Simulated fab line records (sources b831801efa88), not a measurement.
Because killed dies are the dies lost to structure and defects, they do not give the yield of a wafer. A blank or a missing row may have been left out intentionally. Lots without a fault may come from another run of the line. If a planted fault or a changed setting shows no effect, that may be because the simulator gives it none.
Comparing a struck lot with a sound one || flow sky130 || 20 steps out of a route of 708
Sound: wafers L339.3, L339.5, L339.6. Wafers struck: L328.2, L328.4, L328.5. Last of all comes the cause.
At each step with rows: each side's tool, then ch and its chambers, then its first start. Under that, the readings that differ: sound wafers || struck wafers || difference of the means || sigmas: that difference in standard deviations of wafers without a fault.
alike: readings with means less than 2 such deviations apart, plus words and numbers identical on both sides. not compared: withheld readings, readings lacking a value on some wafer, bounds such as >300 that could conceal the same value, and numbers that have no deviation in the record and whose values overlap.
The two part at a step that has a row with sigmas, a row that says differs or no value, or rows on one side only. Non-overlapping numbers with no deviation appear without sigmas and do not part them. A reading missing from all wafers of one side parts the sides only when that side holds two or more wafers.

first, 6 steps without rows for these wafers: SKY_LDD_HVN_HMDS_01 (prime time 60 s); SKY_LDD_HVN_COAT_02 (resist thk 300 nm); SKY_LDD_HVN_SOFTBAKE_03 (time 60 s); SKY_LDD_HVN_EXPOSE_04 (exposes mask HVNTM, target cd 700 nm); SKY_LDD_HVN_PEB_05; SKY_LDD_HVN_DEVELOP_06 (develop time 60 s).
SKY_LDD_HVN_OVL_MEAS_07:
  sound on overlay-01 at day 25 15:38; struck on overlay-02 at day 22 04:38
  alike: LDD_HVN_OVL
then, 1 step without rows for these wafers: SKY_LDD_HVN_IMPLANT_08.
SKY_LDD_HVN_STRIP_09: strips in O2/N2.
  sound on plasmaAsher-02 ch 0,1, day 25 15:50; struck on plasmaAsher-04 ch 0,1, day 22 04:49
{"reading": "stripTimeToEndpointS (s)", "sound": "4.146 4.157 4.168", "struck": "4.120 4.112 4.134", "difference": -0.035, "sigmas": -2}
  alike: drypumpMotorCurrentA, oesProductAu
  not compared: rfHoursCounterH
SKY_LDD_HVN_TW_MEAS_10:
  sound on filmMetro-02 at day 25 15:56; struck on filmMetro-01 at day 22 04:55
  alike: LDD_HVN_TW
then, 2 steps without rows for these wafers: SKY_LDD_HVP_DEHYDRATE_00 (time 60 s); SKY_LDD_HVP_HMDS_01 (prime time 60 s).
SKY_LDD_HVP_COAT_02: resist thk 300 nm.
  sound on lithoTrack-02 ch 0, day 26 05:58; struck on lithoTrack-04, day 22 20:07
  no value came back on the struck wafers for chillPlateTempC (C), dispensePressureKPa (kPa), exhaustPa (Pa); on the sound wafers chillPlateTempC (C) reads 23.14 23.03 23.06
then, 4 steps without rows for these wafers: SKY_LDD_HVP_SOFTBAKE_03 (time 60 s); SKY_LDD_HVP_EXPOSE_04 (exposes mask HVPTM, target cd 700 nm); SKY_LDD_HVP_PEB_05; SKY_LDD_HVP_DEVELOP_06 (develop time 60 s).
SKY_LDD_HVP_OVL_MEAS_07:
  sound on overlay-02 at day 26 20:43; struck on overlay-01 at day 23 10:41
{"reading": "LDD_HVP_OVL (nm)", "sound": "1.7 -0.7 0.7", "struck": "- - -", "difference": "no value on the struck wafers", "sigmas": ""}
then, 1 step without rows for these wafers: SKY_LDD_HVP_IMPLANT_08.
-- here the record skips 24 days between the struck wafers' starts before and after, leaving off in module LDD_HVP and picking up in module PAD_OPEN (first step shown: number 708 of the route) --
SKY_PAD_OPEN_PROBE_99:
  sound on prober-02 at day 49 13:04; struck on prober-01 at day 47 09:38
{"reading": "hold", "sound": "- - -", "struck": "awaitDispo/2.6h/scrap awaitDispo/2.6h/scrap awaitDispo/2.6h/scrap", "difference": "no value on the sound wafers", "sigmas": ""}
{"reading": "killedAtFrontEnd", "sound": "11 14 16", "struck": "424 425 419", "difference": "+409", "sigmas": "+99 or more"}
{"reading": "killedDies", "sound": "76 88 83", "struck": "492 492 492", "difference": "+410", "sigmas": "+47"}
{"reading": "killedOnRim", "sound": "11 14 14", "struck": "96 96 96", "difference": "+83", "sigmas": "+22"}
  alike: killed_at_M0_to_M3, killed_at_M4_up, killedAtContacts, killedAtOther, killedOpen, killedShort

WHERE THEY PART
First at SKY_LDD_HVN_STRIP_09; last, within this record, at SKY_PAD_OPEN_PROBE_99.

WHY: what the simulator had put in
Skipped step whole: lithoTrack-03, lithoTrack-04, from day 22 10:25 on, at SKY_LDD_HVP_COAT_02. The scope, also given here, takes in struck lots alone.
